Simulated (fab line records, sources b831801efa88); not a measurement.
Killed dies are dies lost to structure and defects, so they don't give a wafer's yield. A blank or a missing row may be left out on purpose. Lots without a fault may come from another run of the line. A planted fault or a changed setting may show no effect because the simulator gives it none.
A struck lot beside a sound one | flow sky130 | 19 steps out of a route of 708
Sound: wafers L991.4, L991.5, L991.6. Struck: wafers L994.1, L994.2, L994.4. The cause comes at the end.
At each step with rows: each side's tool, then ch and its chambers, then its first start. Under that, the readings that differ: sound wafers | struck wafers | difference of the means | sigmas: that difference in standard deviations of wafers without a fault.
alike: readings whose means differ by less than 2 such deviations, and words and numbers that are the same on both sides. not compared: withheld readings, readings that some wafer has no value for, bounds like >300 that may hide the same value, and numbers for which the record gives no deviation and whose values overlap.
The two part at a step that has a row with sigmas, a row that says differs or no value, or rows on one side only. Numbers that don't overlap but have no deviation are shown without sigmas and don't part them. A reading that every wafer of one side lacks parts them only if that side has two wafers or more.

SKY_METAL4_SPUTTER_02: material AlCu, target thk 735 nm, time 39.1 s.
  sound on pvd_sputter-04, day 44 08:33; struck on pvd_sputter-02, day 44 17:45
  alike: throttle_valve_pct
then, 1 step without rows for these wafers: SKY_METAL4_SPUTTER_03 (material Ti, target thk 5 nm, time 3.3 s).
SKY_METAL4_SPUTTER_04: material TiN, target thk 70 nm, time 58.3 s.
  sound on pvd_sputter-04, day 44 08:37; struck on pvd_sputter-02, day 44 17:49
  alike: throttle_valve_pct
SKY_CAP2M_CVD_00: deposits SiO2, target thk 15.5 nm.
  sound on pecvd-01 ch 0,1,2, day 44 08:40; struck on pecvd-01 ch 0,1,2, day 44 17:52
  alike: heater_power_w, rf_fwd_power_W, susceptor_temp_C
SKY_CAP2M_THK_MEAS_01:
  sound on film_metro-01, day 44 08:43; struck on film_metro-01, day 44 17:53
  alike: CAP2M_CVD_00_THK
SKY_CAP2M_SPUTTER_02: material TiN, target thk 200 nm, time 166.7 s.
  sound on pvd_sputter-02, day 44 08:44; struck on pvd_sputter-03, day 44 17:56
  alike: substrate_temp_c, susceptor_temp_C, throttle_valve_pct
SKY_CAP2M_RS_MEAS_03: measures by four-point-probe.
  sound on film_metro-02, day 44 08:55; struck on film_metro-04, day 44 18:03
  alike: CAP2M_TIN_RS
SKY_CAP2M_THK_MEAS_04: measures by xrf.
  sound on film_metro-02, day 44 09:00; struck on film_metro-04, day 44 18:10
  alike: CAP2M_TIN_THK
then, 4 steps without rows for these wafers: SKY_CAP2M_DEHYDRATE_05 (time 60 s); SKY_CAP2M_HMDS_06 (prime time 60 s); SKY_CAP2M_COAT_07 (resist thk 1140 nm); SKY_CAP2M_SOFTBAKE_08 (time 60 s).
SKY_CAP2M_EXPOSE_09: exposes mask CAP2M, target cd 1000 nm.
  sound on iline_stepper-01 ch 0, day 44 19:46; struck on iline_stepper-01 ch 0, day 45 06:17
  alike: mask
then, 2 steps without rows for these wafers: SKY_CAP2M_PEB_10; SKY_CAP2M_DEVELOP_11 (develop time 60 s).
SKY_CAP2M_OVL_MEAS_12:
  sound on overlay-01, day 45 06:45; struck on overlay-01, day 45 15:38
  alike: CAP2M_OVL
SKY_CAP2M_METAL_ETCH_13: etches TiN in Cl2/BCl3, stops on SiO2, target depth 220 nm, time 62.9 s.
  sound on rie_metal-01 ch 0,1, day 45 06:47; struck on rie_metal-04 ch 0,1, day 45 15:40
  reading                | sound             | struck            | difference | sigmas
  model.CAP2M.cd_nm (nm) | 993.6 993.8 994.9 | 966.5 991.5 983.2 | -13.7      |
  alike: drypump_motor_current_A, oes_product_au, rf_fwd_power_W, throttle_valve_pct
  not compared: rf_hours_counter_h
SKY_CAP2M_STRIP_14: strips in O2/N2.
  sound on plasma_asher-01 ch 0,1, day 45 06:53; struck on plasma_asher-01 ch 0,1, day 45 15:44
  alike: drypump_motor_current_A, oes_product_au, strip_time_to_endpoint_s
  not compared: rf_hours_counter_h
-- the record jumps here: 4 days lie between the struck wafers' starts before and after (it left off in module CAP2M and takes up again in module PAD_OPEN, whose first step shown is number 708 of the route) --
SKY_PAD_OPEN_PROBE_99:
  sound on prober-01, day 49 16:59; struck on prober-02, day 50 00:05
  reading                        | sound             | struck            | difference | sigmas
  model.etest.res_li.line_ohm_um | 75.13 75.32 75.78 | 71.24 70.44 72.38 | -4.06      |
  alike: killed_at_M0_to_M3, killed_at_M4_up, killed_at_contacts, killed_at_front_end, killed_at_other, killed_dies, killed_open, killed_short

WHERE THEY PART
Nowhere in this record.

WHY: what the simulator had put in
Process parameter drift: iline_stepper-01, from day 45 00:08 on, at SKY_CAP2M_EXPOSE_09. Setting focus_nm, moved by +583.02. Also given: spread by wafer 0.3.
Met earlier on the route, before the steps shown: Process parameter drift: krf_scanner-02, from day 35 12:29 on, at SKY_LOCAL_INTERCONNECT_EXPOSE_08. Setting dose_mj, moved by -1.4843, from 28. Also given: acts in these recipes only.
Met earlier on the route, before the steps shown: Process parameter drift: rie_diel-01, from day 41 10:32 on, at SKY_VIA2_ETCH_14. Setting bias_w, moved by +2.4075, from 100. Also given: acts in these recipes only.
